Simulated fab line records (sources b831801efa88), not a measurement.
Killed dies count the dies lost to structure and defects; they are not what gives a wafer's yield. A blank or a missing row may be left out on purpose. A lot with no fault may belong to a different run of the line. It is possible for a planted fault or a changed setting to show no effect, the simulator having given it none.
Comparing a struck lot with a sound one | flow sky130 | 24 out of 708 route steps
Sound: the wafers L789.2, L789.4, L789.6. Wafers L795.3, L795.4, L795.6 were the ones struck. The cause comes at the end.
Order at every step that has rows: each side's tool, ch and its chambers, its first start. Under that, the readings that differ: sound wafers | struck wafers | difference of the means | sigmas: that difference in standard deviations of wafers without a fault.
alike: readings whose means differ by less than 2 such deviations, and words and numbers that are the same on both sides. not compared: withheld readings, readings that some wafer has no value for, bounds like >300 that may hide the same value, and numbers for which the record gives no deviation and whose values overlap.
Wherever a step has rows on one side only, a row that says differs or no value, or a row with sigmas, the two part there. Numbers that don't overlap but have no deviation are shown without sigmas and don't part them. A reading that every wafer of one side lacks parts them only if that side has two wafers or more.

first, 3 steps without rows for these wafers: SKY_LDD_LDN_IMPLANT_09; SKY_LDD_LDN_IMPLANT_10; SKY_LDD_LDN_IMPLANT_11.
SKY_LDD_LDN_STRIP_12: strips in O2/N2.
  sound on plasma-asher-04 ch 1, day 23 16:46; struck on plasma-asher-03 ch 0,1, day 25 16:12
  alike: drypump-motor-current-A, oes-product-au, strip-time-to-endpoint-s
  not compared: rf-hours-counter-h
SKY_LDD_LDN_TW_MEAS_13:
  sound on film-metro-01 at day 23 16:53; struck on film-metro-01 at day 25 16:17
  alike: LDD_LDN_TW
then, 2 steps without rows for these wafers: SKY_LDD_LDN_CLEAN_14 (cleans in SC1/SC2, time 150 s); SKY_SPACER_CVD_00 (deposits Si3N4 from DCS/NH3, target thk 43.1 nm, time 740 s).
SKY_SPACER_THK_MEAS_01:
  sound on film-metro-02 at day 23 18:13; struck on film-metro-03 at day 25 17:37
  alike: SPACER_CVD_00_THK
SKY_SPACER_ETCHBACK_02: etches Si3N4 in CH3F/O2, stops on SiO2, time 46.7 s, target depth 45 nm.
  sound on rie-diel-01 ch 1,2, day 23 18:16; struck on rie-diel-03 ch 1,2, day 25 17:39
  alike: drypump-motor-current-A, oes-product-au, throttle-valve-pct
  not compared: rf-hours-counter-h
then, 3 steps without rows for these wafers: SKY_POLY_CUT_DEHYDRATE_00 (time 60 s); SKY_POLY_CUT_HMDS_01 (prime time 60 s); SKY_POLY_CUT_COAT_02 (resist thk 60 nm).
SKY_POLY_CUT_COAT_03: resist thk 450 nm.
  sound on litho-track-02 ch 0, day 24 08:00; struck on litho-track-03 ch 0, day 26 08:00
  reading                                         | sound                | struck               | difference | sigmas
  spin-speed-rpm (rpm)                            | 2998.7 2998.8 3000.5 | 2857.2 2855.8 2855.4 | -143.2     | -80
  model.KrF-thick_of_POLY_CUT_COAT_03.thk-nm (nm) | 449.9 452.3 452.1    | 460.9 459.2 459.7    | +8.5       |
then, 4 steps without rows for these wafers: SKY_POLY_CUT_SOFTBAKE_04 (time 90 s); SKY_POLY_CUT_EXPOSE_05 (exposes mask NPCM, target cd 270 nm); SKY_POLY_CUT_PEB_06; SKY_POLY_CUT_DEVELOP_07 (develop time 60 s).
SKY_POLY_CUT_CD_MEAS_08: the cd target is 270 nm.
  sound on cd-sem-02 at day 24 23:13; struck on cd-sem-02 at day 26 22:47
  alike: cd-nm
SKY_POLY_CUT_OVL_MEAS_09:
  sound on overlay-01 at day 24 23:19; struck on overlay-01 at day 26 22:52
  alike: POLY_CUT_OVL
SKY_POLY_CUT_ETCH_10: etches BARC in N2/H2, stops on SiO2, time 45.9 s, target depth 60 nm.
  sound on rie-diel-01 ch 0,1, day 24 23:21; struck on rie-diel-01 ch 0,1, day 26 22:54
  reading                                         | sound             | struck            | difference | sigmas
  model.KrF-thick_of_POLY_CUT_COAT_03.thk-nm (nm) | 407.9 410.5 409.9 | 418.8 416.9 417.3 | +8.2       |
  alike: drypump-motor-current-A, h2-flow-sccm, oes-product-au, throttle-valve-pct
  not compared: rf-hours-counter-h
SKY_POLY_CUT_ETCH_11: etches Si3N4 in CF4/CH2F2/Ar, stops on poly-Si, time 42.5 s, target depth 60 nm.
  sound on rie-diel-01 ch 0,1, day 24 23:23; struck on rie-diel-01 ch 0,1, day 26 22:56
  alike: drypump-motor-current-A, oes-product-au, throttle-valve-pct
  not compared: rf-hours-counter-h
SKY_POLY_CUT_STRIP_12: strips in O2/N2.
  sound on plasma-asher-02 ch 0,1, day 24 23:26; struck on plasma-asher-03 ch 0,1, day 26 23:01
  reading                      | sound             | struck            | difference | sigmas
  strip-time-to-endpoint-s (s) | 5.360 5.378 5.361 | 5.460 5.447 5.440 | +0.083     | +5
  alike: drypump-motor-current-A, oes-product-au
  not compared: rf-hours-counter-h
then, 1 step without rows for these wafers: SKY_SD_P_DEHYDRATE_00 (time 60 s).
-- a jump in the record: the struck wafers' starts before and after are 20 days apart (it breaks off in module SD_P and resumes in module PAD_OPEN, where the first step shown is number 708 of the route) --
SKY_PAD_OPEN_PROBE_99:
  only the struck wafers here have rows in the record (prober-01, day 47 10:40); the sound ones have none

== WHERE THEY PART ==
Last at SKY_PAD_OPEN_PROBE_99 as far as this record goes, first at SKY_POLY_CUT_COAT_03.

WHY: what had been put in by the simulator
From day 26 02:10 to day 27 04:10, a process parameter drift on litho-track-03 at SKY_POLY_CUT_COAT_03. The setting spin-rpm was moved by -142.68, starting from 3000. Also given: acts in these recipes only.
